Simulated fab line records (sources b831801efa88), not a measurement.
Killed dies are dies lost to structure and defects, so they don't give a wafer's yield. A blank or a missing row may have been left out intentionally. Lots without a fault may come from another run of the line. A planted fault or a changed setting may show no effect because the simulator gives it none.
Which tool was responsible? | flow sky130 | at 1 step of a route of 708, 10 lots with 28 wafers sampled

== WHAT THE GAUGES SHOWED, per wafer ==
SKY_METAL3_OVL_MEAS_14.
lot  | measured     | on         | METAL3_OVL (nm)
L101 | day 38 14:20 | overlay-01 | 0 -3 -6
L102 | day 39 05:02 | overlay-02 | -7 -2 -7
L103 | day 39 12:44 | overlay-02 | 4 -7 3
L104 | day 39 14:25 | overlay-02 | -1 -7 -7
L106 | day 40 10:46 | overlay-02 | -5 -4 -2
L113 | day 43 23:25 | overlay-01 | 4 4
L115 | day 44 04:46 | overlay-02 | -3 4
L117 | day 44 15:16 | overlay-02 | 6 5 9
L118 | day 44 16:54 | overlay-01 | -3 -4 -5
L120 | day 45 03:00 | overlay-02 | 7 5 10

== WHAT TOOL EACH LOT RAN ON (gives the tool, then ch and the chambers of the sampled wafers, and finally the start) ==
Record: no process step prior to these readings.

== THE ANSWER, worked out from the rows above alone ==
Rule: usual is defined by the lots themselves. The widest of any qualifying gaps counts: lots, ordered by their means at a reading, are off when they make up no more than a third of the lots, leave a main group of 4 or more, and stand apart from it by 3 or more times the standard deviation of that group's means. A main group is skipped when, at the precision printed for the reading in the tables above, its means are all equal. A lot without any number at a reading at which 4 lots or more have one is off too. Any other lot the step has rows for is counted as sound.
No lot is off at any reading shown: from this, nothing can be told.

== WHAT THE SIMULATOR PUT IN ==
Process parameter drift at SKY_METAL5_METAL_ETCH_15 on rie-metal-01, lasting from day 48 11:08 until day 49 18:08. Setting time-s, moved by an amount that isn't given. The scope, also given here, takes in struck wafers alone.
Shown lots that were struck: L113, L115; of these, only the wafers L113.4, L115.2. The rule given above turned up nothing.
